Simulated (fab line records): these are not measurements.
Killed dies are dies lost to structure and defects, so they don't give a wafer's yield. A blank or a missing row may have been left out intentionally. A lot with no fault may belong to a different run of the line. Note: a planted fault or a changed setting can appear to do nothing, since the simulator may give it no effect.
A lot that was struck, set against a sound lot + flow sky130 + 22 out of 708 route steps
Sound: these wafers, L431.2, L431.3, L431.6. Wafers L422.1, L422.3, L422.6 were the ones struck. At the end, the cause is stated.
At each step with rows: each side's tool, then ch and its chambers, then its first start. Under that, the readings that differ: sound wafers + struck wafers + difference of the means + sigmas: that difference in standard deviations of wafers without a fault.
alike: words and numbers the same on both sides, and readings whose means are apart by under 2 such deviations; not compared: readings that were withheld, readings missing a value for some wafer, numbers with overlapping values and no deviation given by the record, and bounds like >300 which may hide the same value.
Wherever a step has rows on one side only, a row that says differs or no value, or a row with sigmas, the two part there. Numbers that have no deviation but don't overlap get no sigmas and don't part them. Lack of a reading on every wafer of one side parts them only where that side has two or more wafers.

first, 7 steps without rows for these wafers: SKY_FIELD_ISO_HMDS_06 (prime time 60 s); SKY_FIELD_ISO_COAT_07 (resist thk 60 nm); SKY_FIELD_ISO_COAT_08 (resist thk 450 nm); SKY_FIELD_ISO_SOFTBAKE_09 (time 90 s); SKY_FIELD_ISO_EXPOSE_10 (exposes mask FOM, target cd 150 nm); SKY_FIELD_ISO_PEB_11; SKY_FIELD_ISO_DEVELOP_12 (develop time 60 s).
SKY_FIELD_ISO_CD_MEAS_13: target cd 150 nm.
  sound: cdSem-02 at day 6 01:26; struck: cdSem-01 at day 4 03:14
  alike: cdNm
SKY_FIELD_ISO_ETCH_14: etches BARC in N2/H2, stops on SiO2, time 45.9 s, target depth 60 nm.
  sound on rieDiel-02 ch 1,2, day 6 01:32; struck on rieDiel-03 ch 0,1,2, day 4 03:22
  alike: biasW, chamberPressureMTorr, drypumpMotorCurrentA, h2FlowSccm, n2FlowSccm, oesProductAu, throttleValvePct
  not compared: rfHoursCounterH
SKY_FIELD_ISO_ETCH_15: etches the open film in CHF3/O2, stops on Si, target depth 180 nm, time 72 s.
  sound on rieDiel-02 ch 1,2, day 6 01:35; struck on rieDiel-03 ch 0,1,2, day 4 03:24
  alike: O2_flow_sccm, biasW, drypumpMotorCurrentA, oesProductAu, throttleValvePct
  not compared: rfHoursCounterH
SKY_FIELD_ISO_STRIP_16: strips in O2/N2.
  sound on plasmaAsher-03 ch 0,1, day 6 01:38; struck on plasmaAsher-04 ch 0,1, day 4 03:28
  alike: drypumpMotorCurrentA, n2FlowSccm, oesProductAu, stripTimeToEndpointS
  not compared: rfHoursCounterH
SKY_FIELD_ISO_ETCH_17: etches Si in HBr/Cl2/O2, target depth 342 nm, time 97.7 s.
  sound on rieSi-02 ch 1,2, day 6 01:44; struck on rieSi-01 ch 1,2, day 4 03:34
  alike: HBr_flow_sccm, O2_flow_sccm, drypumpMotorCurrentA, oesProductAu, throttleValvePct
  not compared: rfHoursCounterH
SKY_FIELD_ISO_WET_ETCH_18: etches Si3N4 in H3PO4, target depth 25 nm, time 286 s.
  sound on wetBench-01 ch 0, day 6 01:48; struck on wetBench-01 ch 0, day 4 03:38
  no value came back on the struck wafers for bathGuardTempC (C), bathHeatDutyPct (%); on the sound wafers bathGuardTempC (C) reads 161.1 161.3 161.1
| reading                                    | sound             | struck            | difference | sigmas |
|--------------------------------------------|-------------------|-------------------|------------|--------|
| model.Si3N4_of_FIELD_ISO_CVD_03.thkNm (nm) | 123.4 123.7 123.7 | 149.9 149.2 151.3 | +26.5      |        |
then, 6 steps without rows for these wafers: SKY_FIELD_ISO_CLEAN_19 (cleans in SC1/SC2, time 150 s); SKY_FIELD_ISO_CLEAN_20 (cleans in dHF, time 20 s); SKY_FIELD_ISO_WET_ETCH_21 (etches SiO2 in dHF, target depth 20 nm, time 400 s); SKY_FIELD_ISO_OXIDATION_22 (stabilise 600 s, purge 300 s, target thk 10 nm); SKY_FIELD_ISO_CVD_24 (deposits SiO2, target thk 595 nm, time 99.2 s); SKY_FIELD_ISO_ANNEAL_26 (time 1800 s).
SKY_FIELD_ISO_CMP_27: polishes, stops on Si3N4, t overpolish 16 s, target thk 457.8 nm.
  sound on cmp-02 ch 2,3, day 6 06:26; struck on cmp-02 ch 0,1,3, day 4 08:51
  alike: motorCurrentA, slurryFilterDpKPa
SKY_FIELD_ISO_WET_ETCH_28: etches SiO2 in dHF, target depth 23.7 nm, time 47 s.
  sound on wetBench-01 ch 2, day 6 06:44; struck on wetBench-01 ch 1, day 4 09:09
| reading                                    | sound             | struck          | difference | sigmas |
|--------------------------------------------|-------------------|-----------------|------------|--------|
| model.Si3N4_of_FIELD_ISO_CVD_03.thkNm (nm) | 117.4 117.7 117.8 | 144 143.3 145.3 | +27        |        |
  alike: bathHeatDutyPct, runLengthS
then, 1 step without rows for these wafers: SKY_FIELD_ISO_WET_ETCH_29 (etches Si3N4 in H3PO4, target depth 160 nm, time 1825 s).

WHERE THEY PART
SKY_FIELD_ISO_WET_ETCH_18 only, going by this record. Later steps at which nothing parts them and some readings are alike: SKY_FIELD_ISO_CMP_27, SKY_FIELD_ISO_WET_ETCH_28.

WHY: what had been put in by the simulator
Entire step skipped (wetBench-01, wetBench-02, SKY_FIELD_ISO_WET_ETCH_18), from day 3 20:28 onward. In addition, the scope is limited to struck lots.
